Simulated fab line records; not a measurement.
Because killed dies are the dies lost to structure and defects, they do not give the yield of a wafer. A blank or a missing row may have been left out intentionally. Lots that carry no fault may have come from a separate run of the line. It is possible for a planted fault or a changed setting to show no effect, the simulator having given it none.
One fault through the eyes of 2 desks	flow sky130	every desk sees just its own numbers, and what lay behind them comes last

== DESK OF THE TOOL OWNER: pvd_sputter-02 ==
At SKY_LI_CONTACT_SPUTTER_20 (material TiN, target thk 20 nm, time 80 s) the tool's own readings: per lot run on this tool, the mean of the sampled wafers that have a number. If a lot's mean is further than 4 standard deviations from the usual mean, the lot is out of limits and carries the mark OUT (the distance appears in the brackets).
Columns: A = throttle_valve_pct at SKY_LI_CONTACT_SPUTTER_20, usual 30.6 %
lot	first seen here	A
L333	day 30 08:34	30.5
L338	day 31 19:10	31.2
L350	day 35 12:20	30.6
L351	day 35 16:52	30.7
L352	day 36 01:49	31.0
This desk found nothing out of limits on any of the 5 lots.

== THE METROLOGY DESK ==
Means of the sampled wafers that have a number, per lot and without regard to the tool the lot ran on: this is what the gauges read. If a lot's mean is further than 4 standard deviations from the usual mean, the lot is out of limits and carries the mark OUT (the distance appears in the brackets).
Columns: A = VIA4_BOW at SKY_VIA4_BOW_MEAS_03, usual 81 um
lot	first seen here	A
L331	day 42 14:37	83
L333	day 42 18:34	88
L332	day 42 20:31	90
L336	day 43 13:52	75
L338	day 44 02:44	78
L344	day 45 20:23	74
L345	day 45 21:08	81
L347	day 46 07:37	71
L350	day 46 23:37	85
L351	day 47 06:23	93
L352	day 47 14:29	80
L353	day 47 19:00	86
L354	day 48 02:35	76
This desk found nothing out of limits on any of the 13 lots.

== PUT TOGETHER ==
The desk of the tool owner found nothing out of limits.
The metrology desk saw nothing out of limits.

== WHAT THE SIMULATOR PUT IN ==
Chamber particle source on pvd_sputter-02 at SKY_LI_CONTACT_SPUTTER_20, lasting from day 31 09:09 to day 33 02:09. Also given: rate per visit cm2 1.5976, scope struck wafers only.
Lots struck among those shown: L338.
